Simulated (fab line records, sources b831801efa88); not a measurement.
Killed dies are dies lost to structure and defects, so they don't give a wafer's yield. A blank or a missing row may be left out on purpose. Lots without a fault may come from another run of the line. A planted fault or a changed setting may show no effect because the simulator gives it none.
A struck lot beside a sound one | flow sky130 | 16 steps out of a route of 708
Sound: wafers L276.3, L276.4, L276.5. Struck: wafer L263.1. (L263.2, L263.3 of the same lot were not struck and are left out.) The cause comes at the end.
At each step with rows: each side's tool, then ch and its chambers, then its first start. Under that, the readings that differ: sound wafers | struck wafers | difference of the means | sigmas: that difference in standard deviations of wafers without a fault.
alike: readings whose means differ by less than 2 such deviations, and words and numbers that are the same on both sides. not compared: withheld readings, readings that some wafer has no value for, bounds like >300 that may hide the same value, and numbers for which the record gives no deviation and whose values overlap.
The two part at a step that has a row with sigmas, a row that says differs or no value, or rows on one side only. Numbers that don't overlap but have no deviation are shown without sigmas and don't part them. A reading that every wafer of one side lacks parts them only if that side has two wafers or more.

first, 9 steps without rows for these wafers: SKY_CAP2M_CLEAN_17 (cleans in O3/DIW); SKY_METAL4_DEHYDRATE_05 (time 60 s); SKY_METAL4_HMDS_06 (prime time 60 s); SKY_METAL4_COAT_07 (resist thk 60 nm); SKY_METAL4_COAT_08 (resist thk 1140 nm); SKY_METAL4_SOFTBAKE_09 (time 90 s); SKY_METAL4_EXPOSE_10 (exposes mask MM4, target cd 300 nm); SKY_METAL4_PEB_11; SKY_METAL4_DEVELOP_12 (develop time 60 s).
SKY_METAL4_CD_MEAS_13: target cd 300 nm.
  sound on cd_sem-01, day 48 06:29; struck on cd_sem-01, day 44 12:01
  alike: cd_nm
SKY_METAL4_OVL_MEAS_14:
  sound on overlay-02, day 48 06:34; struck on overlay-02, day 44 12:08
  alike: METAL4_OVL
SKY_METAL4_DESCUM_15: chemistry O2, time 8 s.
  sound on rie_metal-01 ch 0,1, day 48 06:36; struck on rie_metal-01 ch 1, day 44 12:10
  reading                | sound | struck | difference                   | sigmas
  rf_hours_counter_h (h) | - - - | 20     | no value on the sound wafers |
  alike: drypump_motor_current_A, oes_product_au, rf_fwd_power_W
SKY_METAL4_ETCH_16: etches BARC in N2/H2, stops on SiO2, time 88.2 s, target depth 60 nm.
  sound on rie_metal-01 ch 0,1, day 48 06:40; struck on rie_metal-01 ch 1, day 44 12:12
  reading                                       | sound             | struck | difference                   | sigmas
  rf_hours_counter_h (h)                        | - - -             | 20     | no value on the sound wafers |
  model.KrF-thick_of_METAL4_COAT_08.thk_nm (nm) | 1072 1072 1075    | 1083   | +10                          |
  model.METAL4.cd_nm (nm)                       | 299.7 300.6 300.1 | 300.8  | +0.7                         |
  alike: drypump_motor_current_A, h2_flow_sccm, oes_product_au, rf_fwd_power_W, throttle_valve_pct
SKY_METAL4_ETCH_17: etches SiO2 in C4F8/O2/Ar, stops on TiN, time 3.9 s, target depth 15 nm.
  sound on rie_diel-02 ch 1,2, day 48 06:43; struck on rie_diel-03 ch 3, day 44 12:18
  reading                 | sound             | struck | difference | sigmas
  model.METAL4.cd_nm (nm) | 299.6 300.6 300.2 | 300.9  | +0.8       |
  alike: oes_product_au, rf_fwd_power_W
  not compared: rf_hours_counter_h
SKY_METAL4_METAL_ETCH_18: etches the open film in Cl2/BCl3, stops on SiO2, target depth 845 nm, time 183.1 s.
  sound on rie_metal-03 ch 0,1, day 48 06:48; struck on rie_metal-04 ch 0, day 44 12:19
  reading                | sound | struck | difference                   | sigmas
  rf_hours_counter_h (h) | - - - | 20     | no value on the sound wafers |
  alike: drypump_motor_current_A, oes_product_au, rf_fwd_power_W, throttle_valve_pct
-- the record jumps here: 4 days lie between the struck wafers' starts before and after (it left off in module METAL4 and takes up again in module PAD_OPEN, whose first step shown is number 708 of the route) --
SKY_PAD_OPEN_PROBE_99:
  sound on prober-01, day 51 08:41; struck on prober-02, day 48 05:14
  reading         | sound | struck | difference | sigmas
  killed_at_M4_up | 2 1 1 | 7      | +6         | +3
  alike: defect_limited_yield, killed_at_M0_to_M3, killed_at_contacts, killed_at_front_end, killed_at_other, killed_dies, killed_open, killed_short, sort_bin_3_pad_short, sort_bin_5_function, sort_bin_6_memory, sort_n_pass, sort_yield_pct

WHERE THEY PART
First at SKY_METAL4_DESCUM_15; last, within this record, at SKY_PAD_OPEN_PROBE_99.

WHY: what the simulator had put in
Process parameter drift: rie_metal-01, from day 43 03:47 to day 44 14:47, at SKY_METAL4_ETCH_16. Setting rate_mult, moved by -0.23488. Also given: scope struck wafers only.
